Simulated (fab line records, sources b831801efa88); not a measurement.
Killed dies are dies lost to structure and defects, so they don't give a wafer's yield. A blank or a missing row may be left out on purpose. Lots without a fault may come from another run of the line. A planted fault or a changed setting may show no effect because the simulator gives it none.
Which tool did it? | flow gf180mcu | 6 lots, 17 wafers sampled, at 5 steps of a route of 602

WHAT THE GAUGES READ, wafer by wafer
GF_PASSIVATION_THK_MEAS_01.
lot  | measured     | on            | PASSIVATION_CVD_00_THK (nm)
L241 | day 28 12:53 | film_metro-01 | 992 993 1015
L251 | day 31 14:40 | film_metro-03 | 857 872 872
L253 | day 31 23:46 | film_metro-03 | 1000 1002 994
L256 | day 32 12:51 | film_metro-02 | 999 989 1010
L259 | day 33 08:43 | film_metro-02 | 1003 996 1015
L262 | day 34 01:47 | film_metro-01 | 1023 1011

WHICH TOOL RAN EACH LOT (tool, then ch and the chambers of the sampled wafers, then the start)
lot  | GF_V3_CMP_26                  | GF_M4_SPUTTER_00             | GF_V4_SPUTTER_22             | GF_PASSIVATION_CVD_00
L241 | cmp-01 ch 0,2,3, day 22 20:05 | pvd_sputter-04, day 22 20:20 | pvd_sputter-02, day 24 20:05 | pecvd-01 ch 0,1,2, day 28 12:48
L251 | cmp-01 ch 0,3, day 26 13:29   | pvd_sputter-04, day 26 13:44 | pvd_sputter-03, day 28 08:44 | pecvd-04 ch 0,2, day 31 14:35
L253 | cmp-01 ch 0,3, day 26 21:52   | pvd_sputter-04, day 26 22:07 | pvd_sputter-01, day 28 17:35 | pecvd-02 ch 0,1,2, day 31 23:41
L256 | cmp-01 ch 1,2, day 27 14:50   | pvd_sputter-04, day 27 15:08 | pvd_sputter-03, day 29 08:54 | pecvd-01 ch 0,2, day 32 12:46
L259 | cmp-02 ch 0,1,2, day 28 16:19 | pvd_sputter-01, day 28 16:37 | pvd_sputter-01, day 30 08:27 | pecvd-01 ch 0,2, day 33 08:38
L262 | cmp-01 ch 3, day 29 11:10     | pvd_sputter-03, day 29 11:25 | pvd_sputter-01, day 31 03:17 | pecvd-02 ch 0,2, day 34 01:41
- GF_V3_CMP_26: polishes, stops on SiO2, t overpolish 15 s, target thk 0 nm.
- GF_M4_SPUTTER_00: material Ti, target thk 37.5 nm, time 150 s.
- GF_V4_SPUTTER_22: material TiN, target thk 10 nm, time 40 s.
- GF_PASSIVATION_CVD_00: deposits SiO2 from TEOS, target thk 1000 nm, time 111.95 s.

THE ANSWER, worked out from the rows above alone
Rule: what is usual is taken from the lots themselves. Put in order of their means at a reading, lots are off if they are a third of the lots or fewer, leave a main group of 4 or more, and stand apart from it by a gap of 3 or more times the standard deviation of the main group's means; of several such gaps the widest counts. A main group whose means are all the same, to the digits that the tables above print for the reading, isn't used. A lot without any number at a reading at which 4 lots or more have one is off too. The other lots that the step has rows for count as sound.
Off: L251, at GF_PASSIVATION_THK_MEAS_01 (PASSIVATION_CVD_00_THK). The main group: mean 1004 nm, standard deviation 6.9.
A tool fits if, at a process step before that reading, it ran every lot that is off, and no sound lot after the first of them. The gauges at GF_PASSIVATION_THK_MEAS_01 are tried like those tools. One fits: pecvd-04 at GF_PASSIVATION_CVD_00. It ran no sound lot before its first lot that is off in this sample, so the start can't be narrowed down.

WHAT THE SIMULATOR HAD PUT IN
Site profile drift: pecvd-04, from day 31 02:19 on, at GF_PASSIVATION_CVD_00. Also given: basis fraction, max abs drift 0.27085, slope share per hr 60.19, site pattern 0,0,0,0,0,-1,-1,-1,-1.
Lots struck among those shown: L251. The rule above found the same.
